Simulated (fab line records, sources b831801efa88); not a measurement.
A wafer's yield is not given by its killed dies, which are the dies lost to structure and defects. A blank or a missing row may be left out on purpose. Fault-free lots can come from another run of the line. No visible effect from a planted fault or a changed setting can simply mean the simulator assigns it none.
Which tool was responsible? / flow sky130 / 24 lots with 72 wafers sampled at 6 steps, on a route of 708 steps

WHAT THE GAUGES SHOWED, per wafer
SKY_VIA2_OVL_MEAS_13. Usual: VIA2_OVL 0 nm, standard deviation 5.7.
lot=L074; measured=day 35 21:16; on=overlay-01; VIA2_OVL (nm)=4 4 6; flag=
lot=L075; measured=day 37 02:07; on=overlay-02; VIA2_OVL (nm)=6 5 1; flag=
lot=L076; measured=day 37 16:13; on=overlay-02; VIA2_OVL (nm)=4 -1 6; flag=
lot=L077; measured=day 38 01:22; on=overlay-02; VIA2_OVL (nm)=-2 -7 -4; flag=
lot=L079; measured=day 38 18:01; on=overlay-01; VIA2_OVL (nm)=3 13 9; flag=
lot=L078; measured=day 38 16:22; on=overlay-02; VIA2_OVL (nm)=7 -13 1; flag=
lot=L081; measured=day 38 19:55; on=overlay-01; VIA2_OVL (nm)=7 6 0; flag=
lot=L080; measured=day 38 20:39; on=overlay-01; VIA2_OVL (nm)=-8 6 2; flag=
lot=L083; measured=day 38 22:31; on=overlay-01; VIA2_OVL (nm)=-8 -7 -7; flag=
lot=L082; measured=day 39 01:37; on=overlay-01; VIA2_OVL (nm)=-6 0 -2; flag=
lot=L084; measured=day 39 16:22; on=overlay-02; VIA2_OVL (nm)=-9 -6 -1; flag=
lot=L085; measured=day 39 18:01; on=overlay-01; VIA2_OVL (nm)=0 -2 1; flag=
lot=L086; measured=day 39 23:31; on=overlay-01; VIA2_OVL (nm)=0 -2 3; flag=
lot=L087; measured=day 40 11:28; on=overlay-02; VIA2_OVL (nm)=-5 -1 2; flag=
lot=L088; measured=day 40 19:19; on=overlay-01; VIA2_OVL (nm)=0 -1 -3; flag=
lot=L089; measured=day 40 20:28; on=overlay-01; VIA2_OVL (nm)=-8 -2 3; flag=
lot=L090; measured=day 41 00:26; on=overlay-02; VIA2_OVL (nm)=0 2 7; flag=
lot=L091; measured=day 41 11:07; on=overlay-02; VIA2_OVL (nm)=9 0 12; flag=
lot=L092; measured=day 42 06:01; on=overlay-02; VIA2_OVL (nm)=6 -11 -9; flag=
lot=L093; measured=day 42 11:40; on=overlay-02; VIA2_OVL (nm)=-10 -9 -3; flag=
lot=L095; measured=day 42 16:27; on=overlay-02; VIA2_OVL (nm)=-5 5 7; flag=
lot=L094; measured=day 42 20:21; on=overlay-02; VIA2_OVL (nm)=-8 7 0; flag=
lot=L096; measured=day 42 21:19; on=overlay-02; VIA2_OVL (nm)=-10 -3 -3; flag=
lot=L097; measured=day 43 07:10; on=overlay-01; VIA2_OVL (nm)=1 -7 -5; flag=

SKY_CAPM_RS_MEAS_03: measurement is done with a four-point probe. Usual: CAPM_TIN_RS 6.57 ohm/sq, standard deviation 0.066.
lot=L074; measured=day 35 23:01; on=film metro-02; CAPM_TIN_RS (ohm/sq)=6.69 6.69 6.63; flag=
lot=L075; measured=day 37 03:55; on=film metro-03; CAPM_TIN_RS (ohm/sq)=6.65 6.60 6.59; flag=
lot=L076; measured=day 37 17:59; on=film metro-02; CAPM_TIN_RS (ohm/sq)=6.59 6.56 6.58; flag=
lot=L077; measured=day 38 03:10; on=film metro-02; CAPM_TIN_RS (ohm/sq)=6.51 6.50 6.56; flag=
lot=L079; measured=day 38 19:46; on=film metro-04; CAPM_TIN_RS (ohm/sq)=6.56 6.49 6.53; flag=
lot=L078; measured=day 38 18:10; on=film metro-02; CAPM_TIN_RS (ohm/sq)=6.61 6.53 6.61; flag=
lot=L081; measured=day 38 21:40; on=film metro-02; CAPM_TIN_RS (ohm/sq)=6.54 6.54 6.49; flag=
lot=L080; measured=day 38 22:25; on=film metro-04; CAPM_TIN_RS (ohm/sq)=6.62 6.63 6.52; flag=
lot=L083; measured=day 39 00:16; on=film metro-04; CAPM_TIN_RS (ohm/sq)=6.59 6.58 6.55; flag=
lot=L082; measured=day 39 03:25; on=film metro-02; CAPM_TIN_RS (ohm/sq)=6.65 6.65 6.72; flag=
lot=L084; measured=day 39 18:22; on=film metro-02; CAPM_TIN_RS (ohm/sq)=6.60 6.58 6.58; flag=
lot=L085; measured=day 39 19:48; on=film metro-02; CAPM_TIN_RS (ohm/sq)=6.56 6.49 6.56; flag=
lot=L086; measured=day 40 01:17; on=film metro-03; CAPM_TIN_RS (ohm/sq)=6.63 6.63 6.59; flag=
lot=L087; measured=day 40 13:16; on=film metro-04; CAPM_TIN_RS (ohm/sq)=6.62 6.67 6.63; flag=
lot=L088; measured=day 40 21:07; on=film metro-03; CAPM_TIN_RS (ohm/sq)=6.44 6.50 6.48; flag=
lot=L089; measured=day 40 22:13; on=film metro-04; CAPM_TIN_RS (ohm/sq)=6.46 6.53 6.49; flag=
lot=L090; measured=day 41 02:13; on=film metro-02; CAPM_TIN_RS (ohm/sq)=6.62 6.68 6.72; flag=
lot=L091; measured=day 41 12:53; on=film metro-03; CAPM_TIN_RS (ohm/sq)=6.56 6.58 6.59; flag=
lot=L092; measured=day 42 07:48; on=film metro-03; CAPM_TIN_RS (ohm/sq)=6.49 6.54 6.53; flag=
lot=L093; measured=day 42 13:26; on=film metro-04; CAPM_TIN_RS (ohm/sq)=6.46 6.46 6.47; flag=
lot=L095; measured=day 42 18:13; on=film metro-02; CAPM_TIN_RS (ohm/sq)=6.58 6.56 6.54; flag=
lot=L094; measured=day 42 22:10; on=film metro-02; CAPM_TIN_RS (ohm/sq)=6.53 6.56 6.54; flag=
lot=L096; measured=day 42 23:08; on=film metro-02; CAPM_TIN_RS (ohm/sq)=6.53 6.54 6.60; flag=
lot=L097; measured=day 43 08:56; on=film metro-02; CAPM_TIN_RS (ohm/sq)=6.53 6.56 6.53; flag=

TOOL THAT RAN EACH LOT (tool first, then ch and the chambers of the sampled wafers, then the start)
lot=L074; SKY_LDD_HVN_STRIP_09=plasma asher-02 ch 0,1, day 19 20:23; SKY_CONTACT_CMP_04=cmp-01 ch 2,3, day 29 23:49; SKY_VIA1_SPUTTER_20=pvd sputter-04, day 33 14:10; SKY_METAL2_SPUTTER_02=pvd sputter-03, day 33 14:51
lot=L075; SKY_LDD_HVN_STRIP_09=plasma asher-02 ch 0,1, day 20 12:55; SKY_CONTACT_CMP_04=cmp-01 ch 1,3, day 31 07:02; SKY_VIA1_SPUTTER_20=pvd sputter-01, day 34 19:19; SKY_METAL2_SPUTTER_02=pvd sputter-02, day 34 20:06
lot=L076; SKY_LDD_HVN_STRIP_09=plasma asher-04 ch 0,1, day 21 22:10; SKY_CONTACT_CMP_04=cmp-01 ch 2,3, day 31 21:44; SKY_VIA1_SPUTTER_20=pvd sputter-01, day 35 10:19; SKY_METAL2_SPUTTER_02=pvd sputter-02, day 35 11:00
lot=L077; SKY_LDD_HVN_STRIP_09=plasma asher-04 ch 0,1, day 22 09:20; SKY_CONTACT_CMP_04=cmp-02 ch 0,1,3, day 32 07:04; SKY_VIA1_SPUTTER_20=pvd sputter-04, day 35 19:37; SKY_METAL2_SPUTTER_02=pvd sputter-02, day 35 20:21
lot=L079; SKY_LDD_HVN_STRIP_09=plasma asher-01 ch 0,1, day 23 05:01; SKY_CONTACT_CMP_04=cmp-01 ch 0,2, day 33 02:31; SKY_VIA1_SPUTTER_20=pvd sputter-04, day 36 13:16; SKY_METAL2_SPUTTER_02=pvd sputter-03, day 36 14:03
lot=L078; SKY_LDD_HVN_STRIP_09=plasma asher-01 ch 0,1, day 23 05:42; SKY_CONTACT_CMP_04=cmp-01 ch 0,1,3, day 33 00:58; SKY_VIA1_SPUTTER_20=pvd sputter-02, day 36 11:14; SKY_METAL2_SPUTTER_02=pvd sputter-03, day 36 11:56
lot=L081; SKY_LDD_HVN_STRIP_09=plasma asher-02 ch 0,1, day 23 07:50; SKY_CONTACT_CMP_04=cmp-02 ch 1,2,3, day 33 04:36; SKY_VIA1_SPUTTER_20=pvd sputter-02, day 36 14:47; SKY_METAL2_SPUTTER_02=pvd sputter-02, day 36 15:28
lot=L080; SKY_LDD_HVN_STRIP_09=plasma asher-01 ch 0,1, day 23 09:38; SKY_CONTACT_CMP_04=cmp-01 ch 1,3, day 33 05:32; SKY_VIA1_SPUTTER_20=pvd sputter-04, day 36 16:21; SKY_METAL2_SPUTTER_02=pvd sputter-03, day 36 17:02
lot=L083; SKY_LDD_HVN_STRIP_09=plasma asher-01 ch 0,1, day 23 14:11; SKY_CONTACT_CMP_04=cmp-02 ch 1,2,3, day 33 06:12; SKY_VIA1_SPUTTER_20=pvd sputter-02, day 36 16:58; SKY_METAL2_SPUTTER_02=pvd sputter-01, day 36 17:39
lot=L082; SKY_LDD_HVN_STRIP_09=plasma asher-01 ch 0,1, day 23 15:17; SKY_CONTACT_CMP_04=cmp-02 ch 0,1, day 33 08:26; SKY_VIA1_SPUTTER_20=pvd sputter-01, day 36 20:44; SKY_METAL2_SPUTTER_02=pvd sputter-03, day 36 21:25
lot=L084; SKY_LDD_HVN_STRIP_09=plasma asher-02 ch 0,1, day 24 05:29; SKY_CONTACT_CMP_04=cmp-01 ch 0,2,3, day 33 21:31; SKY_VIA1_SPUTTER_20=pvd sputter-02, day 37 10:43; SKY_METAL2_SPUTTER_02=pvd sputter-03, day 37 11:24
lot=L085; SKY_LDD_HVN_STRIP_09=plasma asher-04 ch 0,1, day 24 07:58; SKY_CONTACT_CMP_04=cmp-01 ch 0,1,3, day 34 01:47; SKY_VIA1_SPUTTER_20=pvd sputter-04, day 37 12:52; SKY_METAL2_SPUTTER_02=pvd sputter-01, day 37 13:38
lot=L086; SKY_LDD_HVN_STRIP_09=plasma asher-02 ch 0,1, day 24 22:58; SKY_CONTACT_CMP_04=cmp-01 ch 1,2,3, day 34 10:16; SKY_VIA1_SPUTTER_20=pvd sputter-04, day 37 19:23; SKY_METAL2_SPUTTER_02=pvd sputter-03, day 37 20:04
lot=L087; SKY_LDD_HVN_STRIP_09=plasma asher-04 ch 0,1, day 25 05:49; SKY_CONTACT_CMP_04=cmp-01 ch 0,1, day 34 21:20; SKY_VIA1_SPUTTER_20=pvd sputter-04, day 38 07:29; SKY_METAL2_SPUTTER_02=pvd sputter-03, day 38 08:10
lot=L088; SKY_LDD_HVN_STRIP_09=plasma asher-04 ch 0,1, day 25 17:17; SKY_CONTACT_CMP_04=cmp-01 ch 0,1,2, day 35 05:58; SKY_VIA1_SPUTTER_20=pvd sputter-01, day 38 15:07; SKY_METAL2_SPUTTER_02=pvd sputter-03, day 38 15:48
lot=L089; SKY_LDD_HVN_STRIP_09=plasma asher-04 ch 0, day 25 18:16; SKY_CONTACT_CMP_04=cmp-02 ch 0,2, day 35 07:11; SKY_VIA1_SPUTTER_20=pvd sputter-04, day 38 16:38; SKY_METAL2_SPUTTER_02=pvd sputter-02, day 38 17:19
lot=L090; SKY_LDD_HVN_STRIP_09=plasma asher-04 ch 0,1, day 25 21:55; SKY_CONTACT_CMP_04=cmp-01 ch 0,1,2, day 35 11:32; SKY_VIA1_SPUTTER_20=pvd sputter-02, day 38 21:05; SKY_METAL2_SPUTTER_02=pvd sputter-03, day 38 21:44
lot=L091; SKY_LDD_HVN_STRIP_09=plasma asher-01 ch 0,1, day 26 10:01; SKY_CONTACT_CMP_04=cmp-02 ch 1,2,3, day 35 22:49; SKY_VIA1_SPUTTER_20=pvd sputter-01, day 39 07:43; SKY_METAL2_SPUTTER_02=pvd sputter-03, day 39 08:23
lot=L092; SKY_LDD_HVN_STRIP_09=plasma asher-04 ch 0,1, day 27 12:01; SKY_CONTACT_CMP_04=cmp-02 ch 0,1,3, day 36 19:50; SKY_VIA1_SPUTTER_20=pvd sputter-04, day 40 03:13; SKY_METAL2_SPUTTER_02=pvd sputter-01, day 40 03:54
lot=L093; SKY_LDD_HVN_STRIP_09=plasma asher-04 ch 0,1, day 27 21:59; SKY_CONTACT_CMP_04=cmp-01 ch 1,3, day 37 03:29; SKY_VIA1_SPUTTER_20=pvd sputter-02, day 40 09:50; SKY_METAL2_SPUTTER_02=pvd sputter-01, day 40 10:31
lot=L095; SKY_LDD_HVN_STRIP_09=plasma asher-04 ch 0,1, day 27 23:17; SKY_CONTACT_CMP_04=cmp-02 ch 0,1,2, day 37 07:32; SKY_VIA1_SPUTTER_20=pvd sputter-01, day 40 14:16; SKY_METAL2_SPUTTER_02=pvd sputter-02, day 40 14:57
lot=L094; SKY_LDD_HVN_STRIP_09=plasma asher-04 ch 0, day 28 00:29; SKY_CONTACT_CMP_04=cmp-01 ch 0,1,2, day 37 09:56; SKY_VIA1_SPUTTER_20=pvd sputter-01, day 40 18:43; SKY_METAL2_SPUTTER_02=pvd sputter-01, day 40 19:24
lot=L096; SKY_LDD_HVN_STRIP_09=plasma asher-04 ch 0,1, day 28 04:34; SKY_CONTACT_CMP_04=cmp-02 ch 0,1,2, day 37 11:46; SKY_VIA1_SPUTTER_20=pvd sputter-04, day 40 19:41; SKY_METAL2_SPUTTER_02=pvd sputter-02, day 40 20:22
lot=L097; SKY_LDD_HVN_STRIP_09=plasma asher-04 ch 0,1, day 28 21:20; SKY_CONTACT_CMP_04=cmp-02 ch 0,1,3, day 38 01:14; SKY_VIA1_SPUTTER_20=pvd sputter-02, day 41 06:26; SKY_METAL2_SPUTTER_02=pvd sputter-01, day 41 07:08
- SKY_LDD_HVN_STRIP_09: strips in O2/N2.
- SKY_CONTACT_CMP_04: polishes SiO2.
- SKY_VIA1_SPUTTER_20: material TiN, target thk 20 nm, time 80 s.
- SKY_METAL2_SPUTTER_02: material AlCu, target thk 250 nm, time 12.9 s.

AS READ BY THE TOOLS THEMSELVES (means over the sampled wafers that have a number; for cases with no such wafer, the mark the record gives instead)
SKY_LDD_HVN_STRIP_09. Usual: drypump motor current A 5.6 A, standard deviation 0.59; oes product au 0.408 a.u., standard deviation 0.0048; strip time to endpoint s 4.131 s, standard deviation 0.016.
lot=L074; tool=plasma asher-02; drypump motor current A (A)=5.6; oes product au (a.u.)=0.413; strip time to endpoint s (s)=4.117; flag=
lot=L075; tool=plasma asher-02; drypump motor current A (A)=5.6; oes product au (a.u.)=0.404; strip time to endpoint s (s)=4.121; flag=
lot=L076; tool=plasma asher-04; drypump motor current A (A)=5.9; oes product au (a.u.)=0.408; strip time to endpoint s (s)=4.144; flag=
lot=L077; tool=plasma asher-04; drypump motor current A (A)=5.8; oes product au (a.u.)=0.407; strip time to endpoint s (s)=4.149; flag=
lot=L079; tool=plasma asher-01; drypump motor current A (A)=5.8; oes product au (a.u.)=0.410; strip time to endpoint s (s)=4.121; flag=
lot=L078; tool=plasma asher-01; drypump motor current A (A)=5.8; oes product au (a.u.)=0.407; strip time to endpoint s (s)=4.125; flag=
lot=L081; tool=plasma asher-02; drypump motor current A (A)=5.3; oes product au (a.u.)=0.408; strip time to endpoint s (s)=4.127; flag=
lot=L080; tool=plasma asher-01; drypump motor current A (A)=5.8; oes product au (a.u.)=0.405; strip time to endpoint s (s)=4.148; flag=
lot=L083; tool=plasma asher-01; drypump motor current A (A)=5.7; oes product au (a.u.)=0.407; strip time to endpoint s (s)=4.137; flag=
lot=L082; tool=plasma asher-01; drypump motor current A (A)=5.8; oes product au (a.u.)=0.404; strip time to endpoint s (s)=4.131; flag=
lot=L084; tool=plasma asher-02; drypump motor current A (A)=5.4; oes product au (a.u.)=0.408; strip time to endpoint s (s)=4.109; flag=
lot=L085; tool=plasma asher-04; drypump motor current A (A)=5.8; oes product au (a.u.)=0.409; strip time to endpoint s (s)=4.116; flag=
lot=L086; tool=plasma asher-02; drypump motor current A (A)=5.4; oes product au (a.u.)=0.408; strip time to endpoint s (s)=4.116; flag=
lot=L087; tool=plasma asher-04; drypump motor current A (A)=5.3; oes product au (a.u.)=0.408; strip time to endpoint s (s)=4.104; flag=
lot=L088; tool=plasma asher-04; drypump motor current A (A)=5.3; oes product au (a.u.)=0.407; strip time to endpoint s (s)=4.143; flag=
lot=L089; tool=plasma asher-04; drypump motor current A (A)=6.3; oes product au (a.u.)=0.409; strip time to endpoint s (s)=4.137; flag=
lot=L090; tool=plasma asher-04; drypump motor current A (A)=5.8; oes product au (a.u.)=0.407; strip time to endpoint s (s)=4.135; flag=
lot=L091; tool=plasma asher-01; drypump motor current A (A)=5.8; oes product au (a.u.)=0.408; strip time to endpoint s (s)=4.136; flag=
lot=L092; tool=plasma asher-04; drypump motor current A (A)=5.8; oes product au (a.u.)=0.408; strip time to endpoint s (s)=4.119; flag=
lot=L093; tool=plasma asher-04; drypump motor current A (A)=5.3; oes product au (a.u.)=0.407; strip time to endpoint s (s)=4.130; flag=
lot=L095; tool=plasma asher-04; drypump motor current A (A)=5.3; oes product au (a.u.)=0.412; strip time to endpoint s (s)=4.141; flag=
lot=L094; tool=plasma asher-04; drypump motor current A (A)=6.3; oes product au (a.u.)=0.408; strip time to endpoint s (s)=4.134; flag=
lot=L096; tool=plasma asher-04; drypump motor current A (A)=5.8; oes product au (a.u.)=0.406; strip time to endpoint s (s)=4.133; flag=
lot=L097; tool=plasma asher-04; drypump motor current A (A)=5.3; oes product au (a.u.)=0.412; strip time to endpoint s (s)=4.127; flag=

SKY_CONTACT_CMP_04. Usual: motor current A 12.5 A, standard deviation 1.1; time to endpoint s 82 s, standard deviation 3.5.
lot=L074; tool=cmp-01; motor current A (A)=12.9; time to endpoint s (s)=86; flag=
lot=L075; tool=cmp-01; motor current A (A)=12.9; time to endpoint s (s)=85; flag=
lot=L076; tool=cmp-01; motor current A (A)=12.6; time to endpoint s (s)=86; flag=
lot=L077; tool=cmp-02; motor current A (A)=11.8; time to endpoint s (s)=83; flag=
lot=L079; tool=cmp-01; motor current A (A)=12.3; time to endpoint s (s)=81; flag=
lot=L078; tool=cmp-01; motor current A (A)=12.5; time to endpoint s (s)=81; flag=
lot=L081; tool=cmp-02; motor current A (A)=11.5; time to endpoint s (s)=76; flag=
lot=L080; tool=cmp-01; motor current A (A)=13.9; time to endpoint s (s)=80; flag=
lot=L083; tool=cmp-02; motor current A (A)=11.7; time to endpoint s (s)=80; flag=
lot=L082; tool=cmp-02; motor current A (A)=12.0; time to endpoint s (s)=80; flag=
lot=L084; tool=cmp-01; motor current A (A)=12.6; time to endpoint s (s)=86; flag=
lot=L085; tool=cmp-01; motor current A (A)=12.9; time to endpoint s (s)=86; flag=
lot=L086; tool=cmp-01; motor current A (A)=13.3; time to endpoint s (s)=82; flag=
lot=L087; tool=cmp-01; motor current A (A)=12.9; time to endpoint s (s)=78; flag=
lot=L088; tool=cmp-01; motor current A (A)=13.1; time to endpoint s (s)=83; flag=
lot=L089; tool=cmp-02; motor current A (A)=12.9; time to endpoint s (s)=81; flag=
lot=L090; tool=cmp-01; motor current A (A)=12.8; time to endpoint s (s)=84; flag=
lot=L091; tool=cmp-02; motor current A (A)=10.9; time to endpoint s (s)=78; flag=
lot=L092; tool=cmp-02; motor current A (A)=12.2; time to endpoint s (s)=80; flag=
lot=L093; tool=cmp-01; motor current A (A)=13.1; time to endpoint s (s)=82; flag=
lot=L095; tool=cmp-02; motor current A (A)=12.7; time to endpoint s (s)=85; flag=
lot=L094; tool=cmp-01; motor current A (A)=12.7; time to endpoint s (s)=79; flag=
lot=L096; tool=cmp-02; motor current A (A)=12.2; time to endpoint s (s)=83; flag=
lot=L097; tool=cmp-02; motor current A (A)=11.7; time to endpoint s (s)=83; flag=

SKY_VIA1_SPUTTER_20. Usual: throttle valve pct reads 30.1 % (standard deviation 0.73).
lot=L074; tool=pvd sputter-04; throttle valve pct (%)=29.8; flag=
lot=L075; tool=pvd sputter-01; throttle valve pct (%)=29.6; flag=
lot=L076; tool=pvd sputter-01; throttle valve pct (%)=28.7; flag=
lot=L077; tool=pvd sputter-04; throttle valve pct (%)=30.2; flag=
lot=L079; tool=pvd sputter-04; throttle valve pct (%)=29.9; flag=
lot=L078; tool=pvd sputter-02; throttle valve pct (%)=30.2; flag=
lot=L081; tool=pvd sputter-02; throttle valve pct (%)=30.9; flag=
lot=L080; tool=pvd sputter-04; throttle valve pct (%)=29.8; flag=
lot=L083; tool=pvd sputter-02; throttle valve pct (%)=30.4; flag=
lot=L082; tool=pvd sputter-01; throttle valve pct (%)=29.3; flag=
lot=L084; tool=pvd sputter-02; throttle valve pct (%)=30.7; flag=
lot=L085; tool=pvd sputter-04; throttle valve pct (%)=30.3; flag=
lot=L086; tool=pvd sputter-04; throttle valve pct (%)=29.8; flag=
lot=L087; tool=pvd sputter-04; throttle valve pct (%)=30.1; flag=
lot=L088; tool=pvd sputter-01; throttle valve pct (%)=29.2; flag=
lot=L089; tool=pvd sputter-04; throttle valve pct (%)=29.8; flag=
lot=L090; tool=pvd sputter-02; throttle valve pct (%)=30.6; flag=
lot=L091; tool=pvd sputter-01; throttle valve pct (%)=29.6; flag=
lot=L092; tool=pvd sputter-04; throttle valve pct (%)=30.0; flag=
lot=L093; tool=pvd sputter-02; throttle valve pct (%)=30.5; flag=
lot=L095; tool=pvd sputter-01; throttle valve pct (%)=30.3; flag=
lot=L094; tool=pvd sputter-01; throttle valve pct (%)=28.8; flag=
lot=L096; tool=pvd sputter-04; throttle valve pct (%)=30.1; flag=
lot=L097; tool=pvd sputter-02; throttle valve pct (%)=30.9; flag=

SKY_METAL2_SPUTTER_02. Usual: throttle valve pct reads 29.7 % (standard deviation 0.97).
lot=L074; tool=pvd sputter-03; throttle valve pct (%)=29.0; flag=
lot=L075; tool=pvd sputter-02; throttle valve pct (%)=30.9; flag=
lot=L076; tool=pvd sputter-02; throttle valve pct (%)=30.8; flag=
lot=L077; tool=pvd sputter-02; throttle valve pct (%)=30.3; flag=
lot=L079; tool=pvd sputter-03; throttle valve pct (%)=28.9; flag=
lot=L078; tool=pvd sputter-03; throttle valve pct (%)=29.3; flag=
lot=L081; tool=pvd sputter-02; throttle valve pct (%)=30.7; flag=
lot=L080; tool=pvd sputter-03; throttle valve pct (%)=29.2; flag=
lot=L083; tool=pvd sputter-01; throttle valve pct (%)=29.7; flag=
lot=L082; tool=pvd sputter-03; throttle valve pct (%)=29.5; flag=
lot=L084; tool=pvd sputter-03; throttle valve pct (%)=28.9; flag=
lot=L085; tool=pvd sputter-01; throttle valve pct (%)=29.8; flag=
lot=L086; tool=pvd sputter-03; throttle valve pct (%)=29.9; flag=
lot=L087; tool=pvd sputter-03; throttle valve pct (%)=30.0; flag=
lot=L088; tool=pvd sputter-03; throttle valve pct (%)=28.9; flag=
lot=L089; tool=pvd sputter-02; throttle valve pct (%)=31.1; flag=
lot=L090; tool=pvd sputter-03; throttle valve pct (%)=29.6; flag=
lot=L091; tool=pvd sputter-03; throttle valve pct (%)=29.2; flag=
lot=L092; tool=pvd sputter-01; throttle valve pct (%)=29.8; flag=
lot=L093; tool=pvd sputter-01; throttle valve pct (%)=29.6; flag=
lot=L095; tool=pvd sputter-02; throttle valve pct (%)=30.8; flag=
lot=L094; tool=pvd sputter-01; throttle valve pct (%)=29.3; flag=
lot=L096; tool=pvd sputter-02; throttle valve pct (%)=31.2; flag=
lot=L097; tool=pvd sputter-01; throttle valve pct (%)=29.6; flag=

THE ANSWER, worked out from the rows above alone
Rule: lot off if the mean of its wafers having a number is beyond 3 standard deviations from the usual mean. Also off: a lot with no number at a reading for which 4 or more lots have one. Where the step has rows for the other lots, those lots are counted as sound. Order of review: gauges by route order, followed by the tools' own readings, for which a lot's mean as printed above is used. The first step at which some lot is off is used, and at that step the reading that is off furthest; a lot without a number counts as furthest.
No lot is off on any of the readings shown, so nothing can be concluded from this.

WHAT THE SIMULATOR HAD PUT IN
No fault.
